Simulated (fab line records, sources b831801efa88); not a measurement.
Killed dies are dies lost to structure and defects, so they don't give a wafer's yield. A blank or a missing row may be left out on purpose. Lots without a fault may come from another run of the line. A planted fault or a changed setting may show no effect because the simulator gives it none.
Which tool did it? | flow sky130 | 13 lots, 39 wafers sampled, at 5 steps of a route of 708

WHAT THE GAUGES READ, wafer by wafer
The record holds no reading of a measuring or inspecting step that can be judged against a usual standard deviation.

WHICH TOOL RAN EACH LOT (tool, then ch and the chambers of the sampled wafers, then the start)
lot  | SKY_FIELD_ISO_CLEAN_20         | SKY_PASSIVATION_CVD_02          | SKY_PASSIVATION_ETCH_11            | SKY_PAD_OPEN_ETCH_07               | SKY_PAD_OPEN_PROBE_99
L908 | wet_bench-04 ch 3, day 2 17:25 | pecvd-03 ch 0,1,2, day 44 14:02 | rie_diel-01 ch 0,1,3, day 45 12:11 | rie_diel-03 ch 2,3, day 46 09:21   | prober-02, day 46 11:40
L909 | wet_bench-04 ch 3, day 2 20:22 | pecvd-02 ch 0,2, day 44 17:05   | rie_diel-01 ch 0,1,2, day 45 15:44 | rie_diel-04 ch 0,1,2, day 46 12:44 | prober-01, day 46 15:08
L910 | wet_bench-04 ch 3, day 3 03:16 | pecvd-02 ch 0,2, day 45 01:02   | rie_diel-04 ch 0,1,3, day 45 22:15 | rie_diel-02 ch 1,3, day 46 19:14   | prober-02, day 46 21:59
L913 | wet_bench-04 ch 1, day 3 17:44 | pecvd-02 ch 0,2, day 45 20:59   | rie_diel-03 ch 0,2,3, day 46 18:05 | rie_diel-04 ch 0,3, day 47 13:54   | prober-01, day 47 16:18
L914 | wet_bench-04 ch 2, day 3 23:44 | pecvd-02 ch 0,2, day 46 08:47   | rie_diel-01 ch 0,2, day 47 05:29   | rie_diel-02 ch 0,3, day 48 00:45   | prober-02, day 48 03:04
L920 | wet_bench-03 ch 3, day 5 07:49 | pecvd-03 ch 1,2, day 47 14:14   | rie_diel-04 ch 0,2, day 48 09:56   | rie_diel-03 ch 1,2,3, day 49 04:03 | prober-02, day 49 06:27
L921 | wet_bench-02 ch 3, day 5 14:10 | pecvd-01 ch 0,1,2, day 47 21:40 | rie_diel-04 ch 0,2,3, day 48 16:56 | rie_diel-02 ch 1,2,3, day 49 11:05 | prober-01, day 49 13:24
L922 | wet_bench-02 ch 3, day 5 19:34 | pecvd-03 ch 0,2, day 48 03:08   | rie_diel-01 ch 0,1,3, day 48 21:41 | rie_diel-02 ch 0,1,3, day 49 15:08 | prober-02, day 49 17:30
L925 | wet_bench-02 ch 2, day 6 08:15 | pecvd-03 ch 0,1, day 48 17:08   | rie_diel-04 ch 0,2, day 49 11:24   | rie_diel-03 ch 0,2, day 50 04:20   | prober-01, day 50 06:54
L926 | wet_bench-02 ch 1, day 6 13:34 | pecvd-03 ch 1,2, day 48 19:21   | rie_diel-04 ch 0,2,3, day 49 13:09 | rie_diel-02 ch 1,2,3, day 50 06:14 | prober-02, day 50 08:33
L927 | wet_bench-02 ch 0, day 6 20:40 | pecvd-02 ch 0,1, day 49 06:40   | rie_diel-03 ch 0,1,3, day 49 23:48 | rie_diel-04 ch 2,3, day 50 15:23   | prober-01, day 50 17:46
L928 | wet_bench-04 ch 1, day 6 23:04 | pecvd-02 ch 0,2, day 49 09:04   | rie_diel-03 ch 0,2,3, day 50 01:44 | rie_diel-03 ch 0,1, day 50 17:59   | prober-02, day 50 20:22
L929 | wet_bench-04 ch 0, day 7 07:13 | pecvd-02 ch 0,1, day 49 17:32   | rie_diel-01 ch 1,2,3, day 50 10:08 | rie_diel-02 ch 0,1,2, day 51 01:33 | prober-01, day 51 03:52
- SKY_FIELD_ISO_CLEAN_20: cleans in dHF, time 20 s.
- SKY_PASSIVATION_CVD_02: deposits Si3N4, target thk 540 nm.
- SKY_PASSIVATION_ETCH_11: etches the open film in CF4/O2, stops on AlCu, target depth 725 nm, time 161.1 s.
- SKY_PAD_OPEN_ETCH_07: etches the open film in CF4/O2, stops on AlCu, target depth 725 nm, time 161.1 s.
- SKY_PAD_OPEN_PROBE_99

WHAT THE TOOLS THEMSELVES READ (means of the sampled wafers that have a number; where no wafer has one, the mark that the record gives instead)
SKY_PASSIVATION_CVD_02. Usual: heater_power_w 712 W, standard deviation 110.
lot  | tool     | heater_power_w (W) | flag
L908 | pecvd-03 | 856                |
L909 | pecvd-02 | 584                |
L910 | pecvd-02 | 577                |
L913 | pecvd-02 | 587                |
L914 | pecvd-02 | 601                |
L920 | pecvd-03 | 843                |
L921 | pecvd-01 | 718                |
L922 | pecvd-03 | 787                |
L925 | pecvd-03 | 831                |
L926 | pecvd-03 | 807                |
L927 | pecvd-02 | 665                |
L928 | pecvd-02 | 606                |
L929 | pecvd-02 | 640                |

SKY_PASSIVATION_ETCH_11. Usual: drypump_motor_current_A 5.9 A, standard deviation 0.34; oes_product_au 0.977 a.u., standard deviation 0.007; throttle_valve_pct 5.964 %, standard deviation 0.0089.
lot  | tool        | drypump_motor_current_A (A) | oes_product_au (a.u.) | throttle_valve_pct (%) | flag
L908 | rie_diel-01 | 5.9                         | 0.982                 | 5.971                  |
L909 | rie_diel-01 | 5.8                         | 0.964                 | 5.966                  |
L910 | rie_diel-04 | 6.0                         | 0.970                 | 5.961                  |
L913 | rie_diel-03 | 5.8                         | 0.978                 | 5.973                  |
L914 | rie_diel-01 | 5.7                         | 0.980                 | 5.956                  |
L920 | rie_diel-04 | 5.9                         | 0.983                 | 5.970                  |
L921 | rie_diel-04 | 5.8                         | 0.974                 | 5.956                  |
L922 | rie_diel-01 | 5.9                         | 0.982                 | 5.956                  |
L925 | rie_diel-04 | 5.9                         | 0.970                 | 5.966                  |
L926 | rie_diel-04 | 5.8                         | 0.980                 | 5.972                  |
L927 | rie_diel-03 | 6.0                         | 0.984                 | 5.966                  |
L928 | rie_diel-03 | 5.8                         | 0.983                 | 5.967                  |
L929 | rie_diel-01 | 6.0                         | 0.981                 | 5.968                  |

SKY_PAD_OPEN_ETCH_07. Usual: drypump_motor_current_A 5.7 A, standard deviation 0.35; oes_product_au 0.976 a.u., standard deviation 0.0068; throttle_valve_pct 5.963 %, standard deviation 0.0091.
lot  | tool        | drypump_motor_current_A (A) | oes_product_au (a.u.) | throttle_valve_pct (%) | flag
L908 | rie_diel-03 | 5.5                         | 0.982                 | 5.964                  |
L909 | rie_diel-04 | 5.8                         | 0.963                 | 5.957                  |
L910 | rie_diel-02 | 5.7                         | 0.968                 | 5.967                  |
L913 | rie_diel-04 | 6.1                         | 0.971                 | 5.968                  |
L914 | rie_diel-02 | 5.5                         | 0.976                 | 5.971                  |
L920 | rie_diel-03 | 5.7                         | 0.983                 | 5.960                  |
L921 | rie_diel-02 | 5.5                         | 0.970                 | 5.962                  |
L922 | rie_diel-02 | 5.6                         | 0.981                 | 5.965                  |
L925 | rie_diel-03 | 5.8                         | 0.974                 | 5.972                  |
L926 | rie_diel-02 | 5.5                         | 0.974                 | 5.971                  |
L927 | rie_diel-04 | 5.5                         | 0.979                 | 5.966                  |
L928 | rie_diel-03 | 5.9                         | 0.978                 | 5.958                  |
L929 | rie_diel-02 | 5.5                         | 0.977                 | 5.959                  |

SKY_PAD_OPEN_PROBE_99. Usual: killed_at_M0_to_M3 42, standard deviation 7.6; killed_at_M4_up 2.9, standard deviation 1.7; killed_at_contacts 24, standard deviation 5.1; killed_at_front_end 15, standard deviation 4; killed_at_other 0.2, standard deviation 0.38; killed_dies 84, standard deviation 9.9; killed_open 46, standard deviation 7.2; killed_short 38, standard deviation 6.6.
lot  | tool      | killed_at_M0_to_M3 | killed_at_M4_up | killed_at_contacts | killed_at_front_end | killed_at_other | killed_dies | killed_open | killed_short | flag
L908 | prober-02 | 43                 | 2.7             | 24                 | 18                  | 0.0             | 88          | 45          | 43           |
L909 | prober-01 | 38                 | 1.3             | 24                 | 17                  | 0.3             | 81          | 44          | 36           |
L910 | prober-02 | 31                 | 2.3             | 28                 | 59                  | 0.3             | 121         | 44          | 35           | OFF
L913 | prober-01 | 42                 | 2.0             | 24                 | 72                  | 0.7             | 141         | 47          | 34           | OFF
L914 | prober-02 | 29                 | 2.7             | 16                 | 81                  | 0.0             | 128         | 28          | 33           | OFF
L920 | prober-02 | 35                 | 2.7             | 27                 | 10                  | 0.3             | 75          | 41          | 34           |
L921 | prober-01 | 41                 | 3.7             | 21                 | 17                  | 0.0             | 83          | 43          | 40           |
L922 | prober-02 | 42                 | 5.0             | 25                 | 12                  | 0.3             | 84          | 45          | 39           |
L925 | prober-01 | 55                 | 2.7             | 23                 | 17                  | 0.7             | 98          | 51          | 47           |
L926 | prober-02 | 44                 | 2.3             | 30                 | 14                  | 0.7             | 91          | 52          | 39           |
L927 | prober-01 | 41                 | 2.3             | 22                 | 13                  | 0.7             | 79          | 40          | 40           |
L928 | prober-02 | 42                 | 2.3             | 27                 | 13                  | 0.0             | 84          | 43          | 41           |
L929 | prober-01 | 43                 | 2.7             | 29                 | 11                  | 0.3             | 86          | 54          | 32           |

THE ANSWER, worked out from the rows above alone
Rule: a lot is off if the mean of its wafers that have a number lies more than 3 standard deviations from the usual mean. A lot without any number at a reading at which 4 lots or more have one is off too. The other lots that the step has rows for count as sound. The gauges are gone through in route order, then the tools' own readings, and for those a lot's mean is taken as printed above. The first step at which some lot is off is used, and at that step the reading that is off furthest; a lot without a number counts as furthest.
Off: L910, L913, L914, at SKY_PAD_OPEN_PROBE_99 (killed_at_front_end).
A tool fits if, at that step or a process step before it, it ran every lot that is off, and no sound lot after the first of them. None of those tried fits.

WHAT THE SIMULATOR HAD PUT IN
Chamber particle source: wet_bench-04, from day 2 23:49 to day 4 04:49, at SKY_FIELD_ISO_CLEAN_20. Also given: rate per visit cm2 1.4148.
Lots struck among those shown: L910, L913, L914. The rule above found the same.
